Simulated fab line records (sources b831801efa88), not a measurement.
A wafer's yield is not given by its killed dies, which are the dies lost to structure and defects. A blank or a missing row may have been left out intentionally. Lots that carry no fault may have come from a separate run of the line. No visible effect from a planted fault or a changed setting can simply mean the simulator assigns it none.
Chamber matching + flow gf180mcu + 4 sister chambers for GF_V3_CMP_26 on cmp-02
The step polishes, stops on SiO2, t overpolish 15 s, target thk 0 nm. 16 wafers are shown with their chamber, then 8 later ones without.

WAFERS PAIRED WITH THEIR CHAMBERS
| wafer  | chamber | motor-current-A (A) | time-to-endpoint-s (s) | overpolish-run-s (s) |
|--------|---------|---------------------|------------------------|----------------------|
| L494.2 | 3       | 14.1                | 90                     | 14.987               |
| L494.3 | 1       | 10.2                | 88                     | 14.998               |
| L494.6 | 2       | 12.6                | 90                     | 15.010               |
| L496.4 | 0       | 12.7                | 91                     | 15.004               |
| L496.5 | 0       | 13.0                | 90                     | 15.014               |
| L496.6 | 1       | 10.9                | 91                     | 15.002               |
| L497.2 | 3       | 13.9                | 94                     | 15.012               |
| L497.4 | 1       | 10.3                | 92                     | 14.992               |
| L497.5 | 3       | 13.8                | 92                     | 14.999               |
| L510.2 | 3       | 14.1                | 87                     | 15.010               |
| L510.4 | 1       | 10.4                | 85                     | 15.007               |
| L510.6 | 0       | 12.2                | 84                     | 15.003               |
| L512.1 | 1       | 11.0                | 89                     | 15.019               |
| L512.4 | 2       | 12.0                | 86                     | 15.001               |
| L512.6 | 2       | 12.5                | 86                     | 15.018               |
| L514.1 | 2       | 12.2                | 87                     | 15.001               |

SIGNATURES (means of the wafers above)
| reading            | chamber 0 | chamber 1 | chamber 2 | chamber 3 | scatter within a chamber |
|--------------------|-----------|-----------|-----------|-----------|--------------------------|
| motor-current-A    | 12.633    | 10.560    | 12.325    | 13.975    | 0.31                     |
| time-to-endpoint-s | 88.33     | 89.00     | 87.25     | 90.75     | 2.83                     |
| overpolish-run-s   | 15.00700  | 15.00360  | 15.00750  | 15.00200  | 0.00953                  |
Rule: a wafer's distance from a chamber is the root of the sum, over the readings, of the square of ((its reading less the chamber's mean) divided by the reading's scatter). If the next closest chamber is less than 2 further off than the closest, the wafer can't be placed; otherwise it belongs to the closest. The scatter is the square root of a quotient: the sum, over the shown wafers, of each reading's squared deviation from its chamber's mean, divided by wafers minus chambers.

WAFERS WHOSE CHAMBER IS MISSING
| wafer  | motor-current-A (A) | time-to-endpoint-s (s) | overpolish-run-s (s) |
|--------|---------------------|------------------------|----------------------|
| L514.3 | 13.1                | 86                     | 14.993               |
| L514.5 | 12.2                | 86                     | 14.984               |
| L516.1 | 10.1                | 84                     | 14.993               |
| L516.5 | 12.4                | 85                     | 15.004               |
| L516.6 | 10.6                | 83                     | 14.999               |
| L517.2 | 12.2                | 90                     | 14.991               |
| L517.3 | 10.5                | 89                     | 15.002               |
| L517.6 | 14.2                | 90                     | 14.994               |

WHICH CHAMBER EACH WENT THROUGH
| wafer  | from the rows above          | in truth |
|--------|------------------------------|----------|
| L514.3 | can't be placed: 0 or 2 or 3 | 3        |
| L514.5 | can't be placed: 2 or 0      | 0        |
| L516.1 | 1                            | 1        |
| L516.5 | can't be placed: 2 or 0      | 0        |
| L516.6 | 1                            | 1        |
| L517.2 | can't be placed: 2 or 0      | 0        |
| L517.3 | 1                            | 1        |
| L517.6 | 3                            | 3        |
Correctly placed: 4 of 8. Unplaceable from these rows: 4, with the true chamber sitting among the candidates in 4. 0 placed wrongly.
